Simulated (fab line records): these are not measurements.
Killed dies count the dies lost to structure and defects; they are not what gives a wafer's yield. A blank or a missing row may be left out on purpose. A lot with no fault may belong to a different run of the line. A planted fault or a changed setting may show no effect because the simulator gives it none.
Chamber matching ; flow sky130 ; SKY_CONTACT_CMP_27 on cmp-02 has 4 sister chambers
The step polishes, stops on SiO2, t overpolish 15 s, target thk 0 nm. 14 wafers are shown with their chamber, then 6 later ones without.

== EACH WAFER AND ITS CHAMBER ==
wafer;chamber;motor-current-A (A);time-to-endpoint-s (s)
L401.2;0;9.7;82
L401.5;0;9.7;83
L401.6;1;10.6;81
L402.1;3;11.9;83
L402.3;1;10.3;77
L402.4;2;12.6;86
L403.3;0;9.9;86
L403.4;2;12.9;80
L403.5;0;9.8;84
L409.1;0;9.2;81
L409.4;3;12.0;80
L413.1;2;12.8;85
L413.3;1;10.1;82
L413.6;0;10.0;84

SIGNATURES (means of the wafers above)
reading;chamber 0;chamber 1;chamber 2;chamber 3;scatter within a chamber
motor-current-A;9.717;10.333;12.767;11.950;0.238
time-to-endpoint-s;83.33;80.00;83.67;81.50;2.33
Rule: distance of a wafer from a chamber = root of the sum over the readings of ((wafer's reading minus chamber's mean) / reading's scatter) squared. The wafer belongs to the nearest chamber; if the next one is less than 2 further off, it can't be placed. The scatter: take each reading less its chamber's mean, square it, sum over the shown wafers, divide by the number of wafers less the number of chambers, and take the root.

== WAFERS WITH NO CHAMBER GIVEN ==
wafer;motor-current-A (A);time-to-endpoint-s (s)
L416.3;10.6;77
L416.5;11.0;80
L416.6;12.2;81
L424.1;12.8;87
L424.3;9.7;87
L424.5;12.8;85

== WHICH CHAMBER EACH WENT THROUGH ==
wafer;from the rows above;in truth
L416.3;1;1
L416.5;can't be placed: 1 or 3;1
L416.6;can't be placed: 3 or 2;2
L424.1;2;2
L424.3;0;0
L424.5;2;2
4 of 6 placed correctly. Unplaceable from these rows: 2, with the true chamber sitting among the candidates in 2. Wrongly placed: 0.
